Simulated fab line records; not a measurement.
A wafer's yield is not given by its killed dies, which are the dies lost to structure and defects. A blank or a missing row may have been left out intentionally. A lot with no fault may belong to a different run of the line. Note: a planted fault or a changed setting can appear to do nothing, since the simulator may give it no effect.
The tool behind it: which one? + flow gf180mcu + Sampling: 24 lots, 72 wafers, 6 of 602 route steps

WHAT THE GAUGES READ, wafer by wafer
GF_V1_OVL_MEAS_15.
| lot  | measured     | on         | V1_OVL (nm) |
|------|--------------|------------|-------------|
| L074 | day 18 07:35 | overlay-02 | 3 4 2       |
| L075 | day 18 11:23 | overlay-02 | 13 8 5      |
| L076 | day 19 04:07 | overlay-02 | 12 4 14     |
| L077 | day 19 08:18 | overlay-02 | 9 0 6       |
| L078 | day 19 19:13 | overlay-02 | 1 -8 2      |
| L079 | day 20 06:45 | overlay-02 | 6 0 4       |
| L080 | day 20 14:19 | overlay-02 | -5 -9 -10   |
| L081 | day 21 01:20 | overlay-02 | 3 5 -1      |
| L082 | day 21 10:51 | overlay-01 | 0 -5 1      |
| L083 | day 21 16:01 | overlay-02 | -4 -5 -4    |
| L084 | day 22 05:52 | overlay-01 | 1 -10 -8    |
| L085 | day 22 10:02 | overlay-01 | 6 4 5       |
| L086 | day 22 19:50 | overlay-02 | 0 -1 5      |
| L087 | day 23 02:26 | overlay-01 | -7 0 -6     |
| L088 | day 23 09:38 | overlay-01 | 0 1 3       |
| L089 | day 23 19:53 | overlay-02 | 6 4 0       |
| L090 | day 24 01:21 | overlay-02 | 9 12 2      |
| L091 | day 24 08:05 | overlay-01 | -4 -10 -3   |
| L092 | day 24 18:34 | overlay-02 | -4 1 -1     |
| L093 | day 25 00:23 | overlay-01 | -1 -1 2     |
| L094 | day 25 08:35 | overlay-02 | 7 4 -1      |
| L095 | day 25 15:08 | overlay-02 | 2 7 5       |
| L096 | day 26 00:38 | overlay-01 | -1 1 -2     |
| L097 | day 26 04:20 | overlay-01 | 0 1 -3      |

GF_M2_OVL_MEAS_15.
| lot  | measured     | on         | M2_OVL (nm) |
|------|--------------|------------|-------------|
| L074 | day 19 09:28 | overlay-02 | 5 7 0       |
| L075 | day 19 13:44 | overlay-02 | 8 9 11      |
| L076 | day 20 06:38 | overlay-01 | 13 14 7     |
| L077 | day 20 10:32 | overlay-01 | 9 8 4       |
| L078 | day 20 21:23 | overlay-02 | 7 6 3       |
| L079 | day 21 09:11 | overlay-02 | 5 5 14      |
| L080 | day 21 16:43 | overlay-02 | -4 -5 -3    |
| L081 | day 22 03:10 | overlay-01 | 6 2 6       |
| L082 | day 22 11:13 | overlay-02 | 0 5 4       |
| L083 | day 22 17:35 | overlay-01 | 17 20 6     |
| L084 | day 23 06:34 | overlay-02 | 8 2 5       |
| L085 | day 23 10:53 | overlay-02 | 8 4 -2      |
| L086 | day 23 21:28 | overlay-01 | 1 2 -2      |
| L087 | day 24 02:59 | overlay-02 | 8 12 12     |
| L088 | day 24 10:17 | overlay-01 | 4 3 4       |
| L089 | day 24 20:17 | overlay-02 | 9 1 7       |
| L090 | day 25 01:05 | overlay-02 | 8 7 12      |
| L091 | day 25 07:56 | overlay-01 | 10 18 8     |
| L092 | day 25 17:52 | overlay-02 | 7 -1 8      |
| L093 | day 25 23:42 | overlay-02 | 2 7 4       |
| L094 | day 26 06:48 | overlay-01 | 6 4 7       |
| L095 | day 26 14:01 | overlay-02 | 9 13 11     |
| L096 | day 26 23:28 | overlay-02 | 6 8 9       |
| L097 | day 27 02:46 | overlay-01 | 7 11 12     |

GF_M4_OVL_MEAS_15.
| lot  | measured     | on         | M4_OVL (nm) |
|------|--------------|------------|-------------|
| L074 | day 23 14:31 | overlay-02 | -4 -6 0     |
| L075 | day 23 18:25 | overlay-01 | -8 -1 -6    |
| L076 | day 24 10:44 | overlay-01 | 7 12 13     |
| L077 | day 24 13:54 | overlay-02 | -13 -10 -9  |
| L078 | day 24 22:07 | overlay-01 | -7 -1 -8    |
| L079 | day 25 10:28 | overlay-02 | -5 -6 5     |
| L080 | day 25 17:11 | overlay-02 | 2 10 4      |
| L081 | day 26 03:22 | overlay-01 | -4 -4 -7    |
| L082 | day 26 09:41 | overlay-02 | 2 1 -5      |
| L083 | day 26 14:57 | overlay-01 | -3 6 -1     |
| L084 | day 27 01:45 | overlay-02 | 0 -5 6      |
| L085 | day 27 06:11 | overlay-01 | 7 1 1       |
| L086 | day 27 16:12 | overlay-02 | 3 -9 -7     |
| L087 | day 27 22:05 | overlay-01 | 1 -3 1      |
| L088 | day 28 04:49 | overlay-02 | 8 -2 0      |
| L089 | day 28 14:35 | overlay-02 | -5 1 6      |
| L090 | day 28 17:34 | overlay-01 | 1 -2 4      |
| L091 | day 29 00:25 | overlay-01 | 3 1 2       |
| L092 | day 29 09:19 | overlay-01 | -13 -12 -3  |
| L093 | day 29 14:13 | overlay-02 | -12 -2 1    |
| L094 | day 29 21:26 | overlay-02 | -2 -7 -2    |
| L095 | day 30 03:44 | overlay-02 | -2 -5 -3    |
| L096 | day 30 12:01 | overlay-01 | -6 1 1      |
| L097 | day 30 15:51 | overlay-01 | -9 -8 -8    |

GF_V4_CD_MEAS_14: target cd 260 nm.
| lot  | measured     | on        | cd nm (nm)        |
|------|--------------|-----------|-------------------|
| L074 | day 24 14:10 | cd sem-01 | 258.8 258.7 258.8 |
| L075 | day 24 17:53 | cd sem-01 | 260.1 260.4 260.5 |
| L076 | day 25 09:41 | cd sem-02 | 259.4 260.2 259.3 |
| L077 | day 25 12:46 | cd sem-01 | 259.1 260.0 260.9 |
| L078 | day 25 21:02 | cd sem-02 | 261.2 260.8 261.6 |
| L079 | day 26 08:41 | cd sem-01 | 259.5 259.7 258.9 |
| L080 | day 26 15:11 | cd sem-01 | 259.6 258.9 260.6 |
| L081 | day 27 00:42 | cd sem-01 | 261.0 261.8 261.5 |
| L082 | day 27 07:31 | cd sem-01 | 261.4 260.5 261.4 |
| L083 | day 27 12:25 | cd sem-01 | 260.2 261.3 260.4 |
| L084 | day 27 23:02 | cd sem-01 | 259.9 258.4 257.9 |
| L085 | day 28 03:42 | cd sem-02 | 258.6 258.1 258.7 |
| L086 | day 28 13:19 | cd sem-02 | 257.2 258.6 257.3 |
| L087 | day 28 19:20 | cd sem-01 | 260.2 261.9 261.5 |
| L088 | day 29 02:02 | cd sem-01 | 258.8 259.6 257.8 |
| L089 | day 29 11:31 | cd sem-02 | 259.2 259.2 259.3 |
| L090 | day 29 14:36 | cd sem-02 | 259.8 257.6 258.3 |
| L091 | day 29 21:35 | cd sem-01 | 258.3 259.7 258.9 |
| L092 | day 30 05:30 | cd sem-02 | 260.7 258.8 259.7 |
| L093 | day 30 11:01 | cd sem-02 | 257.7 258.3 257.4 |
| L094 | day 30 18:07 | cd sem-01 | 258.9 259.4 258.1 |
| L095 | day 30 22:55 | cd sem-01 | 260.2 260.5 260.9 |
| L096 | day 31 07:56 | cd sem-01 | 257.5 258.9 257.8 |
| L097 | day 31 10:52 | cd sem-01 | 257.8 256.8 257.6 |

TOOL THAT RAN EACH LOT (tool first, then ch and the chambers of the sampled wafers, then the start)
| lot  | GF_V1_SPUTTER_21             | GF_M4_SPUTTER_00             |
|------|------------------------------|------------------------------|
| L074 | pvd sputter-03, day 18 08:16 | pvd sputter-03, day 22 15:20 |
| L075 | pvd sputter-01, day 18 12:05 | pvd sputter-03, day 22 19:30 |
| L076 | pvd sputter-01, day 19 04:47 | pvd sputter-02, day 23 12:25 |
| L077 | pvd sputter-01, day 19 09:00 | pvd sputter-03, day 23 15:34 |
| L078 | pvd sputter-02, day 19 19:57 | pvd sputter-02, day 24 00:32 |
| L079 | pvd sputter-01, day 20 07:29 | pvd sputter-02, day 24 12:16 |
| L080 | pvd sputter-02, day 20 15:05 | pvd sputter-03, day 24 19:39 |
| L081 | pvd sputter-03, day 21 02:01 | pvd sputter-04, day 25 06:16 |
| L082 | pvd sputter-03, day 21 11:35 | pvd sputter-03, day 25 11:33 |
| L083 | pvd sputter-03, day 21 16:50 | pvd sputter-02, day 25 18:04 |
| L084 | pvd sputter-01, day 22 06:40 | pvd sputter-04, day 26 05:11 |
| L085 | pvd sputter-03, day 22 10:49 | pvd sputter-02, day 26 09:50 |
| L086 | pvd sputter-02, day 22 20:53 | pvd sputter-02, day 26 19:25 |
| L087 | pvd sputter-01, day 23 03:15 | pvd sputter-03, day 27 01:34 |
| L088 | pvd sputter-02, day 23 10:20 | pvd sputter-04, day 27 07:56 |
| L089 | pvd sputter-01, day 23 20:34 | pvd sputter-04, day 27 18:10 |
| L090 | pvd sputter-02, day 24 02:04 | pvd sputter-02, day 27 21:47 |
| L091 | pvd sputter-03, day 24 09:08 | pvd sputter-03, day 28 04:19 |
| L092 | pvd sputter-02, day 24 19:19 | pvd sputter-04, day 28 13:49 |
| L093 | pvd sputter-03, day 25 01:09 | pvd sputter-02, day 28 18:10 |
| L094 | pvd sputter-01, day 25 09:19 | pvd sputter-03, day 29 01:38 |
| L095 | pvd sputter-01, day 25 15:52 | pvd sputter-03, day 29 08:05 |
| L096 | pvd sputter-03, day 26 01:20 | pvd sputter-02, day 29 16:44 |
| L097 | pvd sputter-01, day 26 05:01 | pvd sputter-02, day 29 20:59 |
- GF_V1_SPUTTER_21: material Ti, target thk 15 nm, time 80.02 s.
- GF_M4_SPUTTER_00: material Ti, target thk 37.5 nm, time 150 s.

AS READ BY THE TOOLS THEMSELVES (means over the sampled wafers that have a number; for cases with no such wafer, the mark the record gives instead)
GF_V1_SPUTTER_21.
| lot  | tool           | substrate temp c (C) | throttle valve pct (%) |
|------|----------------|----------------------|------------------------|
| L074 | pvd sputter-03 | 200.01               | 30.7                   |
| L075 | pvd sputter-01 | 199.96               | 29.0                   |
| L076 | pvd sputter-01 | 200.09               | 29.7                   |
| L077 | pvd sputter-01 | 199.89               | 29.3                   |
| L078 | pvd sputter-02 | 199.89               | 30.2                   |
| L079 | pvd sputter-01 | 200.04               | 29.4                   |
| L080 | pvd sputter-02 | 199.88               | 30.5                   |
| L081 | pvd sputter-03 | 199.95               | 31.9                   |
| L082 | pvd sputter-03 | 199.81               | 30.0                   |
| L083 | pvd sputter-03 | 199.99               | 30.7                   |
| L084 | pvd sputter-01 | 199.99               | 29.4                   |
| L085 | pvd sputter-03 | 199.99               | 30.6                   |
| L086 | pvd sputter-02 | 199.90               | 30.4                   |
| L087 | pvd sputter-01 | 200.09               | 29.2                   |
| L088 | pvd sputter-02 | 199.94               | 30.6                   |
| L089 | pvd sputter-01 | 199.88               | 29.7                   |
| L090 | pvd sputter-02 | 199.99               | 30.3                   |
| L091 | pvd sputter-03 | 200.11               | 29.4                   |
| L092 | pvd sputter-02 | 199.99               | 30.1                   |
| L093 | pvd sputter-03 | 200.16               | 29.7                   |
| L094 | pvd sputter-01 | 200.11               | 29.1                   |
| L095 | pvd sputter-01 | 199.78               | 29.4                   |
| L096 | pvd sputter-03 | 199.82               | 30.1                   |
| L097 | pvd sputter-01 | 200.08               | 29.9                   |

GF_M4_SPUTTER_00.
| lot  | tool           | substrate temp c (C) | throttle valve pct (%) |
|------|----------------|----------------------|------------------------|
| L074 | pvd sputter-03 | 200.06               | 28.9                   |
| L075 | pvd sputter-03 | 200.07               | 30.6                   |
| L076 | pvd sputter-02 | 199.91               | 30.8                   |
| L077 | pvd sputter-03 | 199.88               | 30.6                   |
| L078 | pvd sputter-02 | 199.87               | 30.8                   |
| L079 | pvd sputter-02 | 200.08               | 30.6                   |
| L080 | pvd sputter-03 | 199.96               | 30.7                   |
| L081 | pvd sputter-04 | 200.06               | 30.7                   |
| L082 | pvd sputter-03 | 199.97               | 31.9                   |
| L083 | pvd sputter-02 | 200.15               | 30.0                   |
| L084 | pvd sputter-04 | 200.08               | 29.6                   |
| L085 | pvd sputter-02 | 199.88               | 31.0                   |
| L086 | pvd sputter-02 | 199.93               | 30.5                   |
| L087 | pvd sputter-03 | 200.11               | 30.6                   |
| L088 | pvd sputter-04 | 200.01               | 29.0                   |
| L089 | pvd sputter-04 | 200.17               | 29.2                   |
| L090 | pvd sputter-02 | 199.92               | 30.4                   |
| L091 | pvd sputter-03 | 199.91               | 30.1                   |
| L092 | pvd sputter-04 | 199.87               | 28.5                   |
| L093 | pvd sputter-02 | 199.96               | 30.1                   |
| L094 | pvd sputter-03 | 199.85               | 30.1                   |
| L095 | pvd sputter-03 | 200.11               | 30.1                   |
| L096 | pvd sputter-02 | 199.85               | 30.5                   |
| L097 | pvd sputter-02 | 199.86               | 30.8                   |

THE ANSWER, worked out from the rows above alone
Rule: the lots themselves supply what counts as usual. Put in order of their means at a reading, lots are off if they are a third of the lots or fewer, leave a main group of 4 or more, and stand apart from it by a gap of 3 or more times the standard deviation of the main group's means; of several such gaps the widest counts. A main group is skipped when, at the precision printed for the reading in the tables above, its means are all equal. Also off: a lot with no number at a reading for which 4 or more lots have one. Where the step has rows for the other lots, those lots are counted as sound. After the gauges, taken in route order, come the tools' own readings; for these a lot's mean is taken, as printed above. At the first step where some lot is off, the reading lying furthest off is the one used; lots without a number count as furthest.
No lot is off at any reading shown: from this, nothing can be told.

WHAT HAD BEEN PUT IN BY THE SIMULATOR
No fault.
